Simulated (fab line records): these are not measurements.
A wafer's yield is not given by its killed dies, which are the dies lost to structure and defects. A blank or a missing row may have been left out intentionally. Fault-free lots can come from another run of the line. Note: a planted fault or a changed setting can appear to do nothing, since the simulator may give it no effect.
fab line records -- flow sfqLine
[record] lots = 14, wafers = 42, lastDay = 94
route steps=325 shown I0@54 I5@235 C5@247 I6@266
lots that met no fault: from a run of the same line without faults
startH: hours from the record's opening day to when the first of the lot's shown wafers began -- waitH: how many hours have passed since the lot's step before this one -- " the same as in the row above -- L1.1+2: a single row standing in for several wafers -- - value missing, or start not given -- * or withheld: withheld -- < > ~ a bound
route shown NAME@n: a module of which the file shows steps, and the number in the route of the first -- usual: the fault-free wafers' mean and standard deviation -- same: alike in all rows -- chamber/n: place in a boat -- sites: readings site by site -- _std_site: the values' standard deviation -- _edge_site: outer sites' mean less inner sites' -- radiusMm: how far each site lies from the wafer's centre -- mask NAME#n: copy n -- behind: tool/chamber where the wafer was last shaped -- hold: reason for holding the lot/hours on hold/outcome of the hold -- device: transistor that didn't switch, given as n, p or np -- end of line: the same wafers' tests at the end of the route -- a step with no rows: only its recipe -- killed: not the wafer's yield, but the dies lost to structure and defects at the first sort -- map: dies across one wafer; x = killed, . = not, _ = none there
set.NAME: the setting as run; set.NAME@STEP: as run at that earlier step -- model.NAME: the simulator's own value behind a step, which no gauge read
one table for each step of the route and one row for each wafer, over a sample of lots
services: a tool's chamber out of use, with start hour (startH, from the record's first day; less than 0 if before it), hours out, and reason
[[steps]]
[step SFQ_TRILAYER_I0_VIA_BARC_OPEN_VIA_ETCH_046]
[recipe] maskMaterial = PR, chemistry = O2, targetDepthNm = 125, target = BARC, sourceW = 500, biasW = 80, pressureMtorr = 30, timeS = 41.7
[usual] drypumpMotorCurrentA = 5.8/0.34, oesProductAu = 0.685/0.0051
lot.wafer,tool,chamber,startH,waitH,drypumpMotorCurrentA,oesProductAu,rfHoursCounterH
L680.1,rieDiel-02,0,206.94,0.0,5.5,0.686,132
L680.2,rieDiel-02,3,206.94,0.0,5.9,0.684,50
L680.6,rieDiel-02,1,206.94,0.0,6.1,0.684,-
L681.3,rieDiel-03,0,219.32,0.0,6.2,0.690,81
L681.4,rieDiel-03,3,219.32,0.0,5.0,0.690,38
L681.6,rieDiel-03,3,219.32,0.0,5.0,0.679,-
L682.1,rieDiel-02,0,227.34,0.0,5.5,0.681,132
L682.3,rieDiel-02,1,227.34,0.0,6.1,0.686,72
L682.4,rieDiel-02,3,227.34,0.0,5.8,0.684,51
L683.2,rieDiel-04,0,229.74,0.0,5.0,0.682,9
L683.4,rieDiel-04,2,229.74,0.0,5.5,0.688,84
L683.5,rieDiel-04,2,229.74,0.0,5.5,0.687,-
L684.1,rieDiel-02,2,243.04,0.0,5.8,0.689,0
L684.2,rieDiel-02,1,243.04,0.0,6.1,0.681,73
L684.3,rieDiel-02,0,243.04,0.0,5.5,0.688,132
L687.1,rieDiel-03,1,256.25,0.0,5.8,0.688,82
L687.4,rieDiel-03,3,256.25,0.0,5.0,0.684,39
L687.6,rieDiel-03,2,256.25,0.0,5.7,0.683,-
L688.2,rieDiel-02,2,261.04,0.0,5.9,0.683,1
L688.5,rieDiel-02,1,261.04,0.0,6.1,0.675,-
L688.6,rieDiel-02,2,261.04,0.0,5.9,0.689,-
L693.1,rieDiel-02,2,293.08,0.0,5.8,0.691,1
L693.2,rieDiel-02,1,293.08,0.0,6.1,0.688,74
L693.5,rieDiel-02,2,293.08,0.0,5.8,0.675,-
L694.2,rieDiel-02,0,300.14,0.0,5.6,0.684,133
L694.4,rieDiel-02,3,300.14,0.0,5.8,0.681,52
L694.5,rieDiel-02,3,300.14,0.0,5.8,0.690,-
L695.1,rieDiel-04,3,302.54,0.0,6.3,0.686,13
L695.2,rieDiel-04,1,302.54,0.0,5.6,0.678,28
L695.6,rieDiel-04,3,302.54,0.0,6.3,0.682,-
L698.2,rieDiel-02,1,318.14,0.0,6.1,0.682,74
L698.3,rieDiel-02,3,318.14,0.0,5.9,0.690,53
L698.4,rieDiel-02,2,318.14,0.0,5.9,0.687,-
L699.2,rieDiel-02,1,325.14,0.0,6.1,0.687,75
L699.3,rieDiel-02,3,325.14,0.0,5.9,0.691,53
L699.5,rieDiel-02,3,325.14,0.0,5.9,0.691,-
L700.2,rieDiel-04,2,332.34,0.0,5.5,0.673,86
L700.4,rieDiel-04,0,332.34,0.0,5.0,0.681,-
L700.6,rieDiel-04,2,332.34,0.0,5.5,0.683,-
L701.1,rieDiel-03,2,334.74,0.0,5.7,0.681,119
L701.2,rieDiel-03,1,334.74,0.0,5.8,0.681,83
L701.3,rieDiel-03,3,334.74,0.0,5.0,0.691,40
[step SFQ_I5_OVL_MEAS_936]
[usual] I5_OVL = -1/5.1
lot.wafer,tool,chamber,startH,waitH,I5_OVL[nm]
L680.1,overlay-01,-,1559.25,0.1,-9
L680.2,overlay-01,-,1559.25,0.1,-6
L680.6,overlay-01,-,1559.25,0.1,-7
L681.3,overlay-01,-,1561.66,0.1,-10
L681.4,overlay-01,-,1561.66,0.1,-1
L681.6,overlay-01,-,1561.66,0.1,-4
L682.1,overlay-01,-,1567.94,0.1,1
L682.3,overlay-01,-,1567.94,0.1,-3
L682.4,overlay-01,-,1567.94,0.1,-5
L683.2,overlay-02,-,1576.34,0.1,9
L683.4,overlay-02,-,1576.34,0.1,12
L683.5,overlay-02,-,1576.34,0.1,2
L684.1,overlay-02,-,1587.92,0.1,-4
L684.2,overlay-02,-,1587.92,0.1,-4
L684.3,overlay-02,-,1587.92,0.1,-6
L687.1,overlay-01,-,1606.10,0.1,-7
L687.4,overlay-01,-,1606.10,0.1,2
L687.6,overlay-01,-,1606.10,0.1,-11
L688.2,overlay-01,-,1697.27,0.1,5
L688.5,overlay-01,-,1697.27,0.1,4
L688.6,overlay-01,-,1697.27,0.1,1
L693.1,overlay-02,-,1734.39,0.1,5
L693.2,overlay-02,-,1734.39,0.1,5
L693.5,overlay-02,-,1734.39,0.1,8
L694.2,overlay-02,-,1738.00,0.1,10
L694.4,overlay-02,-,1738.00,0.1,8
L694.5,overlay-02,-,1738.00,0.1,2
L695.1,overlay-02,-,1740.52,0.1,-2
L695.2,overlay-02,-,1740.52,0.1,-3
L695.6,overlay-02,-,1740.52,0.1,-6
L698.2,overlay-01,-,1747.72,0.1,1
L698.3,overlay-01,-,1747.72,0.1,5
L698.4,overlay-01,-,1747.72,0.1,0
L699.2,overlay-02,-,1750.12,0.1,-2
L699.3,overlay-02,-,1750.12,0.1,1
L699.5,overlay-02,-,1750.12,0.1,-1
L700.2,overlay-02,-,1752.52,0.1,1
L700.4,overlay-02,-,1752.52,0.1,5
L700.6,overlay-02,-,1752.52,0.1,-4
L701.1,overlay-02,-,1754.92,0.1,-1
L701.2,overlay-02,-,1754.92,0.1,-2
L701.3,overlay-02,-,1754.92,0.1,0
[step SFQ_TRILAYER_I5_STRIP_STRIP_148]
[recipe] gas = O2, powerW = 200, platenTempC = 40, overashFraction = 0.65, chemistry = O2, pressureMtorr = 50
[usual] chamberPressureMTorr = 50.00/0.042, drypumpMotorCurrentA = 5.8/0.56, oesProductAu = 1.002/0.016, platenTempC = 39.99/0.11
lot.wafer,tool,chamber,startH,waitH,chamberPressureMTorr,drypumpMotorCurrentA,oesProductAu,platenTempC,rfHoursCounterH
L680.1,rieMetal-03,1,1559.48,-,49.98,6.5,1.012,39.84,92
L680.2,rieMetal-03,0,1559.48,-,49.98,5.0,0.975,39.87,65
L680.6,rieMetal-03,1,1559.48,-,50.06,6.5,1.006,39.89,-
L681.3,rieMetal-02,1,1562.08,-,50.06,5.9,1.010,40.10,-
L681.4,rieMetal-02,0,1562.08,-,49.95,6.3,0.991,40.16,-
L681.6,rieMetal-02,1,1562.08,-,49.98,5.8,1.010,40.07,-
L682.1,rieMetal-01,1,1568.16,-,50.01,5.6,1.017,39.98,51
L682.3,rieMetal-01,1,1568.16,-,50.00,5.6,1.014,39.95,-
L682.4,rieMetal-01,0,1568.16,-,49.95,5.0,0.999,39.92,-
L683.2,rieMetal-02,0,1576.56,-,49.99,6.3,0.987,40.07,63
L683.4,rieMetal-02,1,1576.56,-,49.95,5.9,1.012,39.91,-
L683.5,rieMetal-02,1,1576.56,-,49.97,5.9,1.004,40.08,-
L684.1,rieMetal-02,1,1588.14,-,50.00,5.8,1.013,40.06,76
L684.2,rieMetal-02,0,1588.14,-,50.00,6.3,0.979,39.90,65
L684.3,rieMetal-02,0,1588.14,-,50.06,6.3,0.998,39.78,-
L687.1,rieMetal-01,1,1606.32,-,49.97,5.6,1.021,39.95,57
L687.4,rieMetal-01,1,1606.32,-,50.00,5.6,1.018,39.93,-
L687.6,rieMetal-01,1,1606.32,-,50.00,5.6,1.021,40.04,-
L688.2,rieMetal-03,1,1697.49,-,50.00,6.5,1.015,40.14,112
L688.5,rieMetal-03,1,1697.49,-,49.96,6.5,1.007,39.96,-
L688.6,rieMetal-03,0,1697.49,-,50.04,5.0,0.986,40.11,-
L693.1,rieMetal-03,0,1734.62,-,49.97,5.1,0.976,39.93,98
L693.2,rieMetal-03,1,1734.62,-,50.04,6.5,1.021,39.87,118
L693.5,rieMetal-03,0,1734.62,-,50.05,5.0,0.981,39.78,-
L694.2,rieMetal-03,1,1738.22,-,-,-,-,-,-
L694.4,rieMetal-03,0,1738.22,-,-,-,-,-,-
L694.5,rieMetal-03,0,1738.22,-,-,-,-,-,-
L695.1,rieMetal-01,0,1740.74,-,-,-,-,-,-
L695.2,rieMetal-01,1,1740.74,-,-,-,-,-,-
L695.6,rieMetal-01,0,1740.74,-,-,-,-,-,-
L698.2,rieMetal-01,1,1747.94,-,50.04,5.6,1.013,40.21,83
L698.3,rieMetal-01,0,1747.94,-,49.98,5.0,0.981,40.06,-
L698.4,rieMetal-01,1,1747.94,-,50.01,5.6,1.019,40.19,-
L699.2,rieMetal-03,1,1750.34,-,50.02,6.5,1.012,40.07,120
L699.3,rieMetal-03,1,1750.34,-,50.02,6.5,1.014,40.03,-
L699.5,rieMetal-03,0,1750.34,-,49.99,5.1,0.981,40.01,-
L700.2,rieMetal-02,0,1752.74,-,50.01,6.3,0.992,40.06,90
L700.4,rieMetal-02,0,1752.74,-,49.94,6.3,0.997,40.19,-
L700.6,rieMetal-02,1,1752.74,-,50.04,5.9,1.011,39.92,-
L701.1,rieMetal-02,0,1755.14,-,49.95,6.3,0.995,39.97,90
L701.2,rieMetal-02,1,1755.14,-,50.03,5.8,1.005,39.97,108
L701.3,rieMetal-02,0,1755.14,-,50.02,6.3,0.981,40.01,-
[step SFQ_TRILAYER_C5_BARC_OPEN_VIA_ETCH_210]
[recipe] maskMaterial = PR, chemistry = O2, targetDepthNm = 125, target = BARC, sourceW = 500, biasW = 80, pressureMtorr = 30, timeS = 41.7
[usual] drypumpMotorCurrentA = 5.6/0.39, oesProductAu = 0.685/0.0048
lot.wafer,tool,chamber,startH,waitH,drypumpMotorCurrentA,oesProductAu,rfHoursCounterH
L680.1,rieDiel-01,0,1658.90,0.0,5.4,0.691,18
L680.2,rieDiel-01,3,1658.90,0.0,5.7,0.681,16
L680.6,rieDiel-01,0,1658.90,0.0,5.4,0.686,-
L681.3,rieDiel-02,1,1661.30,0.0,6.1,0.689,15
L681.4,rieDiel-02,3,1661.30,0.0,5.9,0.686,14
L681.6,rieDiel-02,3,1661.30,0.0,5.9,0.688,-
L682.1,rieDiel-01,1,1668.50,0.0,5.2,0.687,15
L682.3,rieDiel-01,3,1668.50,0.0,5.7,0.682,16
L682.4,rieDiel-01,0,1668.50,0.0,5.4,0.683,-
L683.2,rieDiel-03,0,1669.83,0.0,6.2,0.684,15
L683.4,rieDiel-03,3,1669.83,0.0,5.0,0.689,12
L683.5,rieDiel-03,0,1669.83,0.0,6.2,0.693,-
L684.1,rieDiel-02,3,1671.03,0.0,5.9,0.679,14
L684.2,rieDiel-02,1,1671.03,0.0,6.1,0.684,15
L684.3,rieDiel-02,2,1671.03,0.0,5.8,0.686,2
L687.1,rieDiel-02,3,1675.63,0.0,5.9,0.690,14
L687.4,rieDiel-02,2,1675.63,0.0,5.9,0.681,2
L687.6,rieDiel-02,2,1675.63,0.0,5.9,0.681,-
L688.2,rieDiel-01,2,1710.43,0.0,4.8,0.685,0
L688.5,rieDiel-01,3,1710.43,0.0,5.6,0.682,-
L688.6,rieDiel-01,1,1710.43,0.0,5.2,0.683,-
L693.1,rieDiel-01,2,1737.74,0.0,4.8,0.684,0
L693.2,rieDiel-01,0,1737.74,0.0,5.4,0.687,0
L693.5,rieDiel-01,3,1737.74,0.0,5.6,0.680,-
L694.2,rieDiel-02,1,1757.48,0.0,6.1,1.002,17
L694.4,rieDiel-02,2,1757.48,0.0,5.9,1.012,4
L694.5,rieDiel-02,2,1757.48,0.0,5.9,1.018,-
L695.1,rieDiel-03,2,1766.00,0.0,5.7,1.035,0
L695.2,rieDiel-03,3,1766.00,0.0,5.0,1.011,14
L695.6,rieDiel-03,2,1766.00,0.0,5.7,1.031,-
L698.2,rieDiel-02,1,1835.09,0.0,6.1,0.689,17
L698.3,rieDiel-02,3,1835.09,0.0,5.9,0.676,16
L698.4,rieDiel-02,0,1835.09,0.0,5.4,0.682,2
L699.2,rieDiel-01,0,1862.49,0.0,5.4,0.691,1
L699.3,rieDiel-01,3,1862.49,0.0,5.7,0.692,0
L699.5,rieDiel-01,3,1862.49,0.0,5.7,0.686,-
L700.2,rieDiel-03,0,1864.89,0.0,6.2,0.683,17
L700.4,rieDiel-03,1,1864.89,0.0,5.8,0.691,17
L700.6,rieDiel-03,2,1864.89,0.0,5.7,0.682,-
L701.1,rieDiel-01,0,1866.55,0.0,5.4,0.692,1
L701.2,rieDiel-01,2,1866.55,0.0,4.9,0.684,2
L701.3,rieDiel-01,3,1866.55,0.0,5.6,0.688,0
[step SFQ_TRILAYER_I6_DEP_PECVD_165]
[recipe] material = SiO2, tempC = 150, timeS = 111.11, pressureTorr = 2.4, rfW = 183.3, precursor = SiH4/N2O, targetThkNm = 500
[usual] heaterPowerOuterW = 34/10, heaterPowerW = 91/13, throttleValvePct = 24.3/1.7
lot.wafer,tool,chamber,startH,waitH,heaterPowerOuterW,heaterPowerW,throttleValvePct
L680.1,pecvd-02,2,1770.56,0.0,33,89,27.8
L680.2,pecvd-02,1,1770.56,0.0,35,89,24.4
L680.6,pecvd-02,0,1770.56,0.0,39,102,24.4
L681.3,pecvd-03,1,1772.96,0.0,33,99,25.3
L681.4,pecvd-03,1,1772.96,0.0,36,104,25.4
L681.6,pecvd-03,0,1772.96,0.0,53,105,23.3
L682.1,pecvd-02,1,1780.29,0.0,38,94,24.6
L682.3,pecvd-02,2,1780.29,0.0,44,106,28.1
L682.4,pecvd-02,1,1780.29,0.0,40,96,24.2
L683.2,pecvd-03,2,1781.49,0.0,17,74,25.2
L683.4,pecvd-03,2,1781.49,0.0,20,77,25.4
L683.5,pecvd-03,1,1781.49,0.0,43,113,25.2
L684.1,pecvd-01,0,1783.47,0.0,24,79,21.4
L684.2,pecvd-01,1,1783.47,0.0,23,78,22.9
L684.3,pecvd-01,2,1783.47,0.0,24,72,22.8
L687.1,pecvd-01,1,1788.27,0.0,21,73,23.0
L687.4,pecvd-01,1,1788.27,0.0,22,76,22.9
L687.6,pecvd-01,2,1788.27,0.0,26,75,23.1
L688.2,pecvd-01,1,1825.60,0.0,30,83,23.1
L688.5,pecvd-01,1,1825.60,0.0,17,71,23.0
L688.6,pecvd-01,0,1825.60,0.0,35,93,21.4
L693.1,pecvd-03,0,1857.57,0.0,41,92,23.0
L693.2,pecvd-03,2,1857.57,0.0,23,80,25.9
L693.5,pecvd-03,2,1857.57,0.0,24,84,25.6
L694.2,pecvd-01,2,1858.77,0.0,25,72,23.2
L694.4,pecvd-01,1,1858.77,0.0,25,80,23.1
L694.5,pecvd-01,0,1858.77,0.0,34,91,21.5
L695.1,pecvd-03,0,1859.97,0.0,51,106,23.0
L695.2,pecvd-03,1,1859.97,0.0,39,108,25.8
L695.6,pecvd-03,1,1859.97,0.0,41,113,25.5
L698.2,pecvd-02,2,1864.36,0.0,39,99,27.9
L698.3,pecvd-02,1,1864.36,0.0,45,103,24.2
L698.4,pecvd-02,1,1864.36,0.0,32,88,24.3
L699.2,pecvd-02,0,1964.99,0.0,39,102,24.2
L699.3,pecvd-02,2,1964.99,0.0,45,104,27.5
L699.5,pecvd-02,0,1964.99,0.0,40,102,24.2
L700.2,pecvd-03,0,1968.19,0.0,42,91,23.3
L700.4,pecvd-03,1,1968.19,0.0,41,111,26.0
L700.6,pecvd-03,0,1968.19,0.0,46,98,23.2
L701.1,pecvd-03,2,1972.30,0.0,26,87,25.8
L701.2,pecvd-03,1,1972.30,0.0,31,95,26.2
L701.3,pecvd-03,0,1972.30,0.0,46,94,23.4
[[services]]
tool,chamber,startH,hours,kind
rieDiel-02,2,193.84,8.5,repair
rieDiel-02,0,269.45,7.8,repair
rieDiel-02,2,338.96,1.8,repair
rieDiel-02,2,440.97,2.2,repair
rieDiel-02,2,455.30,8.1,repair
rieDiel-02,-,466.51,4.3,pm
rieDiel-02,-,486.23,2.8,pm
rieDiel-02,-,544.29,0.8,repair
rieDiel-02,0,573.83,7.0,repair
rieDiel-02,-,617.33,0.1,repair
rieDiel-02,2,660.50,13.6,repair
rieDiel-02,1,663.90,1.3,repair
rieDiel-02,1,665.58,5.2,repair
rieDiel-02,3,687.68,9.3,repair
rieDiel-02,-,688.83,15.7,repair
rieDiel-02,0,707.67,8.2,repair
rieDiel-02,2,713.28,32.9,repair
rieDiel-02,1,787.82,23.8,repair
rieDiel-02,0,801.62,6.4,repair
rieDiel-02,1,970.41,20.5,repair
rieDiel-02,2,984.94,5.5,repair
rieDiel-02,2,1073.20,3.2,repair
rieDiel-02,0,1085.11,15.2,repair
rieDiel-02,-,1098.78,0.1,repair
[[key]]
[firstSign] step = SFQ_TRILAYER_I5_STRIP_STRIP_148, reading = toolRecord, direction = missing
[effect] step = SFQ_TRILAYER_C5_BARC_OPEN_VIA_ETCH_210, reading = oesProductAu, direction = up, sigmas = 69, usual = 0.685, struck = 1.018
metAt SFQ_TRILAYER_I5_STRIP_STRIP_148
struckLots L694,L695
notActingAt SFQ_TRILAYER_I0_VIA_BARC_OPEN_VIA_ETCH_046,SFQ_I5_OVL_MEAS_936,SFQ_TRILAYER_I6_DEP_PECVD_165
onsetBetween 1734.62 1738.22
[fault] kind = skippedStepWhole, tool = rieMetal-01,rieMetal-03, chamber = -, onsetH = 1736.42, steps = SFQ_TRILAYER_I5_STRIP_STRIP_148, scope = struckLotsOnly
